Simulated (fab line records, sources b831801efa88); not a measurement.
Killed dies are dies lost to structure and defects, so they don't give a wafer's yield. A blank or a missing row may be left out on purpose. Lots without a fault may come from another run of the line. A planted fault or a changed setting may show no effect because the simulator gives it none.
A struck lot beside a sound one | flow gf180mcu | 25 steps out of a route of 602
Sound: wafers L754.2, L754.5, L754.6. Struck: wafers L742.4, L742.5, L742.6. The cause comes at the end.
At each step with rows: each side's tool, then ch and its chambers, then its first start. Under that, the readings that differ: sound wafers | struck wafers | difference of the means | sigmas: that difference in standard deviations of wafers without a fault.
alike: readings whose means differ by less than 2 such deviations, and words and numbers that are the same on both sides. not compared: withheld readings, readings that some wafer has no value for, bounds like >300 that may hide the same value, and numbers for which the record gives no deviation and whose values overlap.
The two part at a step that has a row with sigmas, a row that says differs or no value, or rows on one side only. Numbers that don't overlap but have no deviation are shown without sigmas and don't part them. A reading that every wafer of one side lacks parts them only if that side has two wafers or more.

first, 1 step without rows for these wafers: GF_V4_CVD_23 (deposits W, target thk 350 nm, time 104.9 s).
GF_V4_RS_MEAS_24: measures by four-point-probe.
  sound on film_metro-04, day 29 14:12; struck on film_metro-02, day 26 04:49
  alike: V4_W_RS
GF_V4_THK_MEAS_25: measures by xrf.
  sound on film_metro-04, day 29 14:19; struck on film_metro-02, day 26 04:55
  alike: V4_W_THK
then, 2 steps without rows for these wafers: GF_V4_CMP_26 (polishes, stops on SiO2, t overpolish 15 s, target thk 0 nm); GF_MIM_SPUTTER_00 (material Ti, target thk 37.5 nm, time 150 s).
GF_MIM_SPUTTER_01: material TiN, target thk 30 nm, time 25 s.
  sound on pvd_sputter-02, day 29 14:53; struck on pvd_sputter-03, day 26 05:20
  alike: cathode_dc_power_W, chamber_pressure_pa, throttle_valve_pct
GF_MIM_SPUTTER_02: material AlCu, target thk 450 nm, time 23.9 s.
  sound on pvd_sputter-02, day 29 14:56; struck on pvd_sputter-03, day 26 05:22
  alike: cathode_dc_power_W, chamber_pressure_pa, throttle_valve_pct
then, 1 step without rows for these wafers: GF_MIM_SPUTTER_03 (material Ti, target thk 10 nm, time 6.7 s).
GF_MIM_SPUTTER_04: material TiN, target thk 50 nm, time 41.7 s.
  sound on pvd_sputter-02, day 29 14:59; struck on pvd_sputter-03, day 26 05:25
  alike: cathode_dc_power_W, chamber_pressure_pa, throttle_valve_pct
GF_MIM_CVD_05: deposits Si3N4, target thk 42 nm, time 29.086 s.
  sound on pecvd-03 ch 0,2, day 29 15:02; struck on pecvd-03 ch 0,1,2, day 26 05:28
  alike: heater_power_w, temp_max_c
GF_MIM_THK_MEAS_06:
  sound on film_metro-02, day 29 15:04; struck on film_metro-03, day 26 05:31
  alike: MIM_CVD_05_THK
GF_MIM_SPUTTER_07: material TiN, target thk 60 nm, time 50 s.
  sound on pvd_sputter-01, day 29 15:07; struck on pvd_sputter-02, day 26 05:33
  reading                | sound          | struck         | difference | sigmas
  throttle_valve_pct (%) | 32.0 32.0 30.2 | 29.2 29.5 30.0 | -1.8       | -2
  alike: cathode_dc_power_W, chamber_pressure_pa
GF_MIM_SPUTTER_08: material AlCu, target thk 200 nm, time 10.6 s.
  sound on pvd_sputter-01, day 29 15:10; struck on pvd_sputter-02, day 26 05:35
  no value came back on the struck wafers for cathode_dc_power_W (W), chamber_pressure_pa (Pa), throttle_valve_pct (%); on the sound wafers cathode_dc_power_W (W) reads 10598 10599 10604
then, 1 step without rows for these wafers: GF_MIM_SPUTTER_09 (material TiN, target thk 35 nm, time 29.2 s).
GF_MIM_RS_MEAS_10: measures by four-point-probe.
  sound on film_metro-03, day 29 15:14; struck on film_metro-01, day 26 05:43
  reading              | sound                | struck               | difference | sigmas
  MIM_ALCU_RS (ohm/sq) | 0.1636 0.1629 0.1607 | 9.5373 9.5711 9.6214 | +9.4142    | +99 or more
GF_MIM_THK_MEAS_11: measures by xrf.
  sound on film_metro-03, day 29 15:21; struck on film_metro-01, day 26 05:48
  reading           | sound             | struck         | difference | sigmas
  MIM_ALCU_THK (nm) | 194.3 195.4 197.6 | <0.4 <0.4 <0.4 | differs    |
then, 7 steps without rows for these wafers: GF_MIM_DEHYDRATE_12 (time 60 s); GF_MIM_HMDS_13 (prime time 60 s); GF_MIM_COAT_14 (resist thk 1000 nm); GF_MIM_SOFTBAKE_15 (time 60 s); GF_MIM_EXPOSE_16 (exposes mask FuseTop, target cd 2000 nm); GF_MIM_PEB_17; GF_MIM_DEVELOP_18 (develop time 60 s).
GF_MIM_METAL_ETCH_19: etches the open film in Cl2/BCl3, stops on Si3N4, target depth 324.5 nm, time 54.1 s.
  sound on rie_metal-03 ch 0,1, day 30 09:07; struck on rie_metal-03 ch 0,1, day 27 01:47
  reading                | sound                | struck               | difference | sigmas
  oes_product_au (a.u.)  | 0.923 0.931 0.939    | 0.993 0.998 0.991    | +0.063     | +9
  throttle_valve_pct (%) | 28.320 28.271 28.274 | 28.231 28.232 28.215 | -0.062     | -6
  alike: drypump_motor_current_A
  not compared: rf_hours_counter_h
then, 1 step without rows for these wafers: GF_MIM_STRIP_20 (strips in O2/N2).

WHERE THEY PART
First at GF_MIM_SPUTTER_07; last, within this record, at GF_MIM_METAL_ETCH_19.

WHY: what the simulator had put in
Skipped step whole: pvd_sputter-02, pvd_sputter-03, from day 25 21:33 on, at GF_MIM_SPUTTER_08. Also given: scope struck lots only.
